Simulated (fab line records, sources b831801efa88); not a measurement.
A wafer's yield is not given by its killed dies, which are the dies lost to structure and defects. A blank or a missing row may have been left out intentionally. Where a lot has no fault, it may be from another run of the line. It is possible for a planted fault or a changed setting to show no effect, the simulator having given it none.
A single fault, viewed from 2 desks -- flow sky130 -- what lay behind the numbers comes last; until then each desk has only its own

== AT THE METROLOGY DESK ==
Lot by lot, what the gauges showed, no matter which tool ran the lot: averages of those sampled wafers that carry a number. The brackets show how far a lot's mean lies from the usual mean; more than 4 standard deviations puts the lot out of limits, marked OUT.
Columns: A = CAP2M_CVD_00_THK at SKY_CAP2M_THK_MEAS_01, usual 15.49 nm; B = CAP2M_TIN_RS at SKY_CAP2M_RS_MEAS_03, usual 6.91 ohm/sq; C = CAP2M_TIN_THK at SKY_CAP2M_THK_MEAS_04, usual 203.1 nm; D = CAP2M_OVL at SKY_CAP2M_OVL_MEAS_12, usual -0.2 nm
lot,first seen here,A,B,C,D
L306,day 40 15:17,15.50,6.83,206.3,-0.2
L311,day 42 02:14,15.52,6.85,204.4,-2.1
L313,day 42 17:05,15.61,6.98,200.6,-0.7
L320,day 45 03:52,15.82,6.92,202.1,0.0
L321,day 45 05:11,15.18,6.83,205.5,0.2
L326,day 45 22:40,15.31,6.93,202.2,0.8
This desk found nothing out of limits on any of the 6 lots.

== FOR THE TOOL OWNER'S DESK: litho_track-02 ==
The tool's own readings at SKY_CAP2M_DEVELOP_11 (develop time 60 s): means of the sampled wafers that have a number, for each lot that ran on this tool. The brackets show how far a lot's mean lies from the usual mean; more than 4 standard deviations puts the lot out of limits, marked OUT.
Columns: A = resist_line_temp_C at SKY_CAP2M_DEVELOP_11, usual 23.01 C
lot,first seen here,A
L311,day 43 01:04,23.03
L313,day 43 16:19,22.97
L326,day 46 19:20,23.13
This desk found nothing out of limits on any of the 3 lots.

== TAKEN TOGETHER ==
Metrology desk: nothing out of limits seen.
The tool owner's desk saw nothing out of limits.

== WHAT THE SIMULATOR HAD INSERTED ==
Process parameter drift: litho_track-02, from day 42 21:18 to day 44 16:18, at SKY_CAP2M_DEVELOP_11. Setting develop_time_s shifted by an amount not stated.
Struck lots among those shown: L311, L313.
